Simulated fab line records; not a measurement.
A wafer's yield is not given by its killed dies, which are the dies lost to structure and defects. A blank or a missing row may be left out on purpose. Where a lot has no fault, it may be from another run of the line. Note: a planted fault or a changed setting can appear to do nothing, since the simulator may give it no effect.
fab line records	flow sky130
record lots=13	wafers=39	last-day=50
route steps=708 shown LDD_LDN@293 SD_P@328 SD_N@350 LI_CONTACT@364
lots untouched by any fault: they come from a run of this same line in which no faults occurred
start-h: the number of hours between the record's first day and the start of the first shown wafer of the lot	wait-h: hours from the lot's prior step to this one	" the same as in the row above	L1.1+2: one row covering several wafers at once	- no value, or no start given	* or withheld: withheld	< > ~ a bound
route shown NAME@n: names a module that has steps shown in the file, with the first one's number in the route	usual: mean/standard deviation of fault-free wafers	same: alike in all rows	chamber/n: place in a boat	sites: each site's reading	_std_site: standard deviation of those values	_edge_site: outer sites' mean less inner sites'	radius-mm: how far each site lies from the wafer's centre	mask NAME#n: copy n	behind: the tool/chamber that last shaped the wafer	hold: why the lot was held/for how many hours/how that ended	device: whichever transistor did not switch (one of n, p or np)	end of line: the same wafers' tests at the end of the route	a step given without rows: its recipe and nothing more	killed: dies that structure and defects cost at the first sort, which is not the same as the wafer's yield	map: dies across one wafer; x = killed, . = not, _ = none there
set.NAME: the run value of the setting; set.NAME@STEP: its run value at that earlier step	model.NAME: the simulator's own value behind a step, which no gauge read
one table for each step of the route and one row for each wafer, over a sample of lots
services: when a tool's chamber went out of use (start-h, in hours from the record's first day, below 0 if earlier), for how many hours, and the reason
## steps
# step SKY_LDD_LDN_EXPOSE_04
# recipe mask-id=LDNTM	na=0.6	source-shape=conventional	sigma-outer=0.6	polarization=unpolarized	target-cd-nm=700	dose-mj=137.4
# usual exposure-dose-mJ-cm2=137.40/0.14	focus-offset-nm=0.1/0.51
# same na=0.6
lot.wafer	tool	chamber	start-h	wait-h	mask	exposure-dose-mJ-cm2	focus-offset-nm
L143.1	iline-stepper-01	0	518.31	-	LDNTM#0	137.44	0.2
L143.3	"	0	"	"	LDNTM#0	137.54	1.4
L143.6	"	0	"	"	LDNTM#0	137.52	0.2
L144.2	iline-stepper-02	0	519.06	-	LDNTM#0	137.52	-0.1
L144.5	"	0	"	"	LDNTM#0	137.38	-0.3
L144.6	"	0	"	"	LDNTM#0	137.48	-0.3
L145.2	iline-stepper-02	0	534.78	-	LDNTM#0	137.14	-0.3
L145.3	"	0	"	"	LDNTM#0	137.32	-0.3
L145.4	"	0	"	"	LDNTM#0	137.07	-0.1
L147.2	iline-stepper-02	0	544.99	-	LDNTM#0	137.66	0.0
L147.3	"	0	"	"	LDNTM#0	137.30	-0.3
L147.6	"	0	"	"	LDNTM#0	137.43	-0.3
L148.1	iline-stepper-02	0	561.50	-	LDNTM#0	137.22	0.1
L148.3	"	0	"	"	LDNTM#0	137.39	0.6
L148.5	"	0	"	"	LDNTM#0	137.29	0.5
L149.3	iline-stepper-01	0	572.71	-	LDNTM#0	137.34	0.4
L149.4	"	0	"	"	LDNTM#0	137.67	0.5
L149.5	"	0	"	"	LDNTM#0	137.45	0.5
L151.2	iline-stepper-02	0	585.56	-	LDNTM#0	137.37	-1.2
L151.3	"	0	"	"	LDNTM#0	137.31	0.4
L151.6	"	0	"	"	LDNTM#0	137.44	-0.8
L154.3	iline-stepper-02	0	612.33	-	LDNTM#0	137.36	0.6
L154.5	"	0	"	"	LDNTM#0	137.50	-0.4
L154.6	"	0	"	"	LDNTM#0	137.57	1.3
L155.1	iline-stepper-01	0	620.32	-	LDNTM#0	137.39	0.3
L155.3	"	0	"	"	LDNTM#0	137.50	0.8
L155.5	"	0	"	"	LDNTM#0	137.43	-0.2
L157.1	iline-stepper-01	0	633.53	-	LDNTM#0	137.46	0.2
L157.2	"	0	"	"	LDNTM#0	137.45	0.5
L157.6	"	0	"	"	LDNTM#0	137.26	-0.1
L160.2	iline-stepper-01	0	662.46	-	LDNTM#0	137.30	0.6
L160.5	"	0	"	"	LDNTM#0	137.36	0.1
L160.6	"	0	"	"	LDNTM#0	137.32	-0.3
L161.1	iline-stepper-01	0	671.26	-	LDNTM#0	137.28	0.0
L161.3	"	0	"	"	LDNTM#0	137.22	-0.1
L161.5	"	0	"	"	LDNTM#0	137.40	-0.3
L166.1	iline-stepper-01	0	708.91	-	LDNTM#0	137.34	-0.8
L166.2	"	0	"	"	LDNTM#0	137.25	0.0
L166.6	"	0	"	"	LDNTM#0	137.42	-0.1
# step SKY_LDD_LDN_OVL_MEAS_07
# usual LDD_LDN_OVL=1.5/1.1
lot.wafer	tool	chamber	start-h	wait-h	LDD_LDN_OVL[nm]
L143.1	overlay-01	-	533.16	0.1	1.3
L143.3	"	-	"	"	2.0
L143.6	"	-	"	"	2.9
L144.2	overlay-01	-	534.21	0.1	2.3
L144.5	"	-	"	"	-0.5
L144.6	"	-	"	"	-0.1
L145.2	overlay-02	-	549.26	0.1	0.0
L145.3	"	-	"	"	1.4
L145.4	"	-	"	"	0.3
L147.2	overlay-01	-	560.31	0.1	-52.9
L147.3	"	-	"	"	-52.2
L147.6	"	-	"	"	-52.8
L148.1	overlay-01	-	575.81	0.1	-54.6
L148.3	"	-	"	"	-53.7
L148.5	"	-	"	"	-53.3
L149.3	overlay-02	-	587.61	0.1	3.3
L149.4	"	-	"	"	2.9
L149.5	"	-	"	"	2.1
L151.2	overlay-02	-	599.57	0.1	-52.3
L151.3	"	-	"	"	-53.1
L151.6	"	-	"	"	-52.8
L154.3	overlay-01	-	626.91	0.1	-51.4
L154.5	"	-	"	"	-52.0
L154.6	"	-	"	"	-50.0
L155.1	overlay-01	-	634.50	0.1	2.2
L155.3	"	-	"	"	1.0
L155.5	"	-	"	"	0.2
L157.1	overlay-01	-	647.85	0.1	0.3
L157.2	"	-	"	"	1.9
L157.6	"	-	"	"	-0.5
L160.2	overlay-02	-	676.96	0.1	3.6
L160.5	"	-	"	"	1.6
L160.6	"	-	"	"	2.5
L161.1	overlay-01	-	685.90	0.1	1.9
L161.3	"	-	"	"	1.3
L161.5	"	-	"	"	2.6
L166.1	overlay-01	-	722.40	0.1	2.2
L166.2	"	-	"	"	1.2
L166.6	"	-	"	"	2.1
# step SKY_SD_P_OVL_MEAS_08
# usual SD_P_OVL=0.2/1.1
lot.wafer	tool	chamber	start-h	wait-h	SD_P_OVL[nm]
L143.1	overlay-01	-	596.39	0.1	2.4
L143.3	"	-	"	"	1.0
L143.6	"	-	"	"	0.0
L144.2	overlay-01	-	598.53	0.1	-1.0
L144.5	"	-	"	"	-1.7
L144.6	"	-	"	"	-0.2
L145.2	overlay-02	-	611.88	0.1	-1.3
L145.3	"	-	"	"	-1.0
L145.4	"	-	"	"	1.5
L147.2	overlay-01	-	622.54	0.1	-0.8
L147.3	"	-	"	"	1.3
L147.6	"	-	"	"	0.1
L148.1	overlay-02	-	636.43	0.1	-1.4
L148.3	"	-	"	"	-0.9
L148.5	"	-	"	"	-0.8
L149.3	overlay-01	-	649.00	0.1	-1.3
L149.4	"	-	"	"	-0.8
L149.5	"	-	"	"	0.7
L151.2	overlay-01	-	661.24	0.1	1.6
L151.3	"	-	"	"	1.3
L151.6	"	-	"	"	1.0
L154.3	overlay-01	-	687.28	0.1	-0.1
L154.5	"	-	"	"	-0.6
L154.6	"	-	"	"	0.0
L155.1	overlay-02	-	694.82	0.1	-2.5
L155.3	"	-	"	"	-1.5
L155.5	"	-	"	"	-1.8
L157.1	overlay-02	-	710.63	0.1	1.0
L157.2	"	-	"	"	0.1
L157.6	"	-	"	"	-0.1
L160.2	overlay-01	-	736.19	0.1	1.5
L160.5	"	-	"	"	-0.2
L160.6	"	-	"	"	1.6
L161.1	overlay-02	-	745.22	0.1	0.5
L161.3	"	-	"	"	-0.6
L161.5	"	-	"	"	-1.1
L166.1	overlay-02	-	780.22	0.1	0.5
L166.2	"	-	"	"	-0.3
L166.6	"	-	"	"	-1.2
# step SKY_SD_N_OVL_MEAS_08
# usual SD_N_OVL=-1.1/1.2
lot.wafer	tool	chamber	start-h	wait-h	SD_N_OVL[nm]
L143.1	overlay-02	-	655.53	0.1	0.5
L143.3	"	-	"	"	1.3
L143.6	"	-	"	"	1.3
L144.2	overlay-01	-	656.99	0.1	-0.4
L144.5	"	-	"	"	0.1
L144.6	"	-	"	"	0.2
L145.2	overlay-01	-	670.49	0.1	-2.0
L145.3	"	-	"	"	-1.4
L145.4	"	-	"	"	-0.3
L147.2	overlay-02	-	681.84	0.1	-1.2
L147.3	"	-	"	"	0.1
L147.6	"	-	"	"	-1.9
L148.1	overlay-02	-	695.12	0.1	-0.8
L148.3	"	-	"	"	-1.0
L148.5	"	-	"	"	-0.7
L149.3	overlay-02	-	711.03	0.1	-1.4
L149.4	"	-	"	"	-0.2
L149.5	"	-	"	"	-1.2
L151.2	overlay-01	-	718.29	0.1	0.7
L151.3	"	-	"	"	1.0
L151.6	"	-	"	"	0.5
L154.3	overlay-01	-	744.23	0.1	-1.3
L154.5	"	-	"	"	-0.8
L154.6	"	-	"	"	-1.4
L155.1	overlay-01	-	750.33	0.1	1.2
L155.3	"	-	"	"	0.8
L155.5	"	-	"	"	1.8
L157.1	overlay-01	-	766.17	0.1	1.8
L157.2	"	-	"	"	-0.6
L157.6	"	-	"	"	1.3
L160.2	overlay-01	-	791.28	0.1	-0.7
L160.5	"	-	"	"	-2.1
L160.6	"	-	"	"	-1.1
L161.1	overlay-02	-	799.83	0.1	0.4
L161.3	"	-	"	"	-0.8
L161.5	"	-	"	"	-0.4
L166.1	overlay-02	-	833.55	0.1	-3.0
L166.2	"	-	"	"	-2.8
L166.6	"	-	"	"	-1.5
# step SKY_LI_CONTACT_CMP_02
# recipe material=PSG	down-force-psi=4	platen-rpm=60	pad-velocity-m-s=0.94248
# usual motor-current-A=12.0/1.6	time-to-endpoint-s=36.8/2.9
lot.wafer	tool	chamber	start-h	wait-h	motor-current-A	time-to-endpoint-s
L143.1	cmp-02	0	656.80	0.1	9.1	39.7
L143.3	"	1	"	"	11.0	39.4
L143.6	"	1	"	"	10.6	37.4
L144.2	cmp-01	3	658.29	0.0	12.9	37.5
L144.5	"	3	"	"	13.1	39.0
L144.6	"	0	"	"	13.5	35.2
L145.4	cmp-01	3	671.74	0.0	12.7	31.8
L145.2	"	0	"	"	13.5	35.2
L145.3	"	2	"	"	13.8	38.2
L147.3	cmp-01	0	683.09	0.0	13.3	39.2
L147.2	"	2	"	"	14.3	40.3
L147.6	"	1	"	"	13.0	40.3
L148.3	cmp-01	1	696.39	0.0	12.9	34.0
L148.1	"	3	"	"	13.8	33.3
L148.5	"	2	"	"	13.1	36.0
L149.3	cmp-02	3	712.28	0.0	12.1	35.2
L149.4	"	1	"	"	10.4	35.1
L149.5	"	3	"	"	11.7	37.6
L151.2	cmp-01	0	719.55	0.0	13.2	32.7
L151.3	"	2	"	"	14.3	38.7
L151.6	"	0	"	"	14.7	31.5
L154.3	cmp-02	0	745.58	0.1	9.8	38.0
L154.6	"	2	"	"	9.5	39.2
L154.5	"	3	"	"	13.1	35.6
L155.3	cmp-01	0	751.70	0.1	13.9	32.6
L155.1	"	1	"	"	12.3	30.8
L155.5	"	3	"	"	13.4	34.0
L157.2	cmp-01	1	767.48	0.1	12.5	35.5
L157.1	"	3	"	"	13.9	36.1
L157.6	"	1	"	"	12.3	34.3
L160.2	cmp-01	2	792.63	0.1	14.7	33.9
L160.5	"	0	"	"	13.5	26.9
L160.6	"	1	"	"	12.3	34.8
L161.1	cmp-02	3	801.11	0.1	12.2	34.9
L161.3	"	2	"	"	10.3	38.8
L161.5	"	3	"	"	12.1	34.5
L166.1	cmp-02	1	835.09	0.3	11.1	40.2
L166.2	"	2	"	"	10.1	40.8
L166.6	"	3	"	"	12.3	38.3
## services
tool	chamber	start-h	hours	kind
cmp-02	-	500.22	6.1	pm
iline-stepper-02	-	509.16	4.9	repair
iline-stepper-02	-	515.09	1.1	repair
iline-stepper-02	-	537.13	6.7	repair
cmp-01	-	543.98	11.9	pm
iline-stepper-02	-	553.84	4.4	pm
iline-stepper-01	-	589.29	4.2	repair
iline-stepper-01	-	593.77	1.7	pm
cmp-01	-	595.85	2.5	repair
cmp-01	-	596.84	1.7	repair
iline-stepper-02	-	629.87	12.3	repair
cmp-01	-	641.40	0.8	repair
iline-stepper-02	-	657.60	1.7	pm
cmp-01	-	665.48	2.8	repair
cmp-01	-	684.87	1.6	repair
iline-stepper-01	-	692.26	6.7	repair
iline-stepper-01	-	703.37	4.4	pm
iline-stepper-01	-	709.06	2.8	repair
cmp-01	-	715.90	0.4	repair
cmp-01	-	744.00	4.0	pm
cmp-01	-	755.87	2.6	repair
iline-stepper-01	-	811.95	1.7	pm
cmp-01	-	828.66	0.9	repair
cmp-01	-	833.51	5.5	pm
## key
first-sign step=SKY_LDD_LDN_OVL_MEAS_07	reading=LDD_LDN_OVL	direction=down	sigmas=49	usual=1.5	struck=-52.6
effect none on later readings
met-at SKY_LDD_LDN_EXPOSE_04
struck-lots L147,L148,L151,L154
tester-left-out L147,L148,L151,L154
not-acting-at SKY_SD_P_OVL_MEAS_08,SKY_SD_N_OVL_MEAS_08,SKY_LI_CONTACT_CMP_02
onset-between 534.78 544.99
fault kind=scanner-matching-overlay	tool=iline-stepper-02	chamber=-	onset-h=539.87	steps=SKY_LDD_LDN_EXPOSE_04	offset=-53.448
# tester-left-out: of these lots the tester's yield and bins aren't shown, on N5 and GAA mostly nor the transistor test; their killed dies are dies lost to structure and defects alone, not to doping, threshold or leakage, so they don't give the yield
